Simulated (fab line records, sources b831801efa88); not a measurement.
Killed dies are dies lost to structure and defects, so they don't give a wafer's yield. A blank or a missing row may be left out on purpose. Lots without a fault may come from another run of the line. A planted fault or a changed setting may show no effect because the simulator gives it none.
One fault seen from 2 desks | flow sky130 | each desk has only its own numbers; what lay behind them comes last

THE TOOL OWNER'S DESK: implanter-04
The tool's own readings at SKY_SD_P_IMPLANT_09: means of the sampled wafers that have a number, for each lot that ran on this tool. A lot is out of limits, marked OUT, if its mean lies more than 4 standard deviations from the usual mean; the brackets give that distance.
Columns: A = faraday_current_uA at SKY_SD_P_IMPLANT_09, usual 11394
lot  | first seen here | A
L863 | day 30 05:47    | 12098
L865 | day 30 06:07    | 12219
L874 | day 33 02:29    | 12169
This desk's finding: nothing out of limits on any of the 3 lots.

THE METROLOGY DESK
What the gauges read, lot by lot, whatever tool the lot ran on: means of the sampled wafers that have a number. A lot is out of limits, marked OUT, if its mean lies more than 4 standard deviations from the usual mean; the brackets give that distance. Of its 8 readings 7 are shown: those that lie furthest out on some lot.
Columns: A = cd_nm at SKY_SD_P_CD_MEAS_07, usual 380.4 nm; B = SD_P_OVL at SKY_SD_P_OVL_MEAS_08, usual -0.1 nm; C = SD_P_TW at SKY_SD_P_TW_MEAS_11, usual 2825; D = RES_XHIGH_TW at SKY_RES_XHIGH_TW_MEAS_09, usual 1640; E = SD_N_OVL at SKY_SD_N_OVL_MEAS_08, usual -0.8 nm; F = SD_N_TW at SKY_SD_N_TW_MEAS_12, usual 3985; G = SD_N_RS at SKY_SD_N_RS_MEAS_16, usual 68.54 ohm/sq
lot  | first seen here | A     | B    | C    | D    | E    | F    | G
L856 | day 27 16:19    | 383.1 | 0.3  | 2830 | 1649 | -1.5 | 4028 | 68.73
L857 | day 27 20:16    | 382.7 | -0.9 | 2864 | 1622 | 0.8  | 4033 | 68.66
L858 | day 28 00:34    | 381.1 | 0.4  | 2768 | 1654 | -0.5 | 4033 | 68.58
L863 | day 30 05:38    | 382.7 | -1.8 | 2833 | 1641 | -0.2 | 3948 | 68.51
L865 | day 30 05:58    | 379.8 | 1.2  | 2769 | 1644 | 0.3  | 3928 | 68.48
L874 | day 33 02:20    | 379.8 | -0.7 | 2765 | 1653 | -0.7 | 3909 | 68.30
This desk's finding: nothing out of limits on any of the 6 lots.

PUT TOGETHER
The tool owner's desk saw nothing out of limits.
The metrology desk saw nothing out of limits.

WHAT THE SIMULATOR HAD PUT IN
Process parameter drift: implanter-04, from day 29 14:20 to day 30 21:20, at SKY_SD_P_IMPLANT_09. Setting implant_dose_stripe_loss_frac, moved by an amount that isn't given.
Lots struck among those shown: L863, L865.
